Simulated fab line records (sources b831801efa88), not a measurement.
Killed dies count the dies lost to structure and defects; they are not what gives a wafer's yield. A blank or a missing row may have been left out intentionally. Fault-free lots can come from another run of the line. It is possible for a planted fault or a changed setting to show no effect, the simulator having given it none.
Which tool did it? | flow sky130 | Sampling: 14 lots, 42 wafers, 2 of 708 route steps

WHAT EACH GAUGE READ, for each wafer
SKY_VIA4_THK_MEAS_20: measures by xrf.
lot  | measured     | on           | VIA4_W_THK (nm)
L518 | day 43 06:58 | filmMetro-02 | 528 515 524
L519 | day 43 17:57 | filmMetro-02 | 517 521 520
L520 | day 44 00:37 | filmMetro-02 | 501 508 514
L522 | day 44 03:58 | filmMetro-01 | 517 517 526
L524 | day 44 22:19 | filmMetro-02 | 504 522 520
L525 | day 44 23:05 | filmMetro-01 | 528 524 515
L526 | day 45 04:54 | filmMetro-03 | 518 503 513
L531 | day 46 13:12 | filmMetro-01 | 518 512 507
L533 | day 47 01:01 | filmMetro-03 | 515 502 508
L535 | day 47 20:11 | filmMetro-03 | 516 510 515
L536 | day 48 02:26 | filmMetro-03 | 513 510 510
L537 | day 48 02:54 | filmMetro-02 | 516 513 524
L539 | day 48 10:58 | filmMetro-03 | 518 503 520
L540 | day 48 17:32 | filmMetro-01 | 512 529 518

SKY_METAL5_THK_MEAS_06: measures by xrf.
lot  | measured     | on           | METAL5_ALCU_THK (nm)
L518 | day 43 07:36 | filmMetro-01 | 1147 1157 1138
L519 | day 43 18:36 | filmMetro-01 | 1154 1151 1154
L520 | day 44 01:32 | filmMetro-03 | 1143 1169 1171
L522 | day 44 04:36 | filmMetro-03 | 1173 1177 1161
L524 | day 44 23:12 | filmMetro-04 | 1162 1150 1135
L525 | day 44 23:44 | filmMetro-03 | 1130 1122 1146
L526 | day 45 05:32 | filmMetro-01 | 1166 1158 1151
L531 | day 46 13:55 | filmMetro-01 | 1159 1140 1144
L533 | day 47 01:40 | filmMetro-04 | 1137 1141 1114
L535 | day 47 21:19 | filmMetro-04 | 1132 1131 1138
L536 | day 48 03:05 | filmMetro-04 | 1130 1120 1123
L537 | day 48 03:32 | filmMetro-03 | 1140 1138 1143
L539 | day 48 11:36 | filmMetro-03 | 1166 1154 1161
L540 | day 48 18:22 | filmMetro-01 | 1141 1140 1140

EACH LOT AND THE TOOL THAT RAN IT (in order: tool; ch and the chambers of the sampled wafers; start)
There is no process step in the record ahead of these readings.

AS READ BY THE TOOLS THEMSELVES (means over the sampled wafers that have a number; for cases with no such wafer, the mark the record gives instead)
The record holds no such reading with a usual standard deviation.

THE ANSWER, worked out from the rows above alone
Rule: the usual values come from the lots themselves. Put in order of their means at a reading, lots are off if they are a third of the lots or fewer, leave a main group of 4 or more, and stand apart from it by a gap of 3 or more times the standard deviation of the main group's means; of several such gaps the widest counts. If all means in a main group match to the digits the tables above print for the reading, that group is not used. A lot without any number at a reading at which 4 lots or more have one is off too. All remaining lots with rows at the step are treated as sound. Order of review: gauges by route order, followed by the tools' own readings, for which a lot's mean as printed above is used. The first step at which some lot is off is used, and at that step the reading that is off furthest; a lot without a number counts as furthest.
Across all readings shown, no lot is off: no conclusion can be drawn from this.

WHAT THE SIMULATOR HAD PUT IN
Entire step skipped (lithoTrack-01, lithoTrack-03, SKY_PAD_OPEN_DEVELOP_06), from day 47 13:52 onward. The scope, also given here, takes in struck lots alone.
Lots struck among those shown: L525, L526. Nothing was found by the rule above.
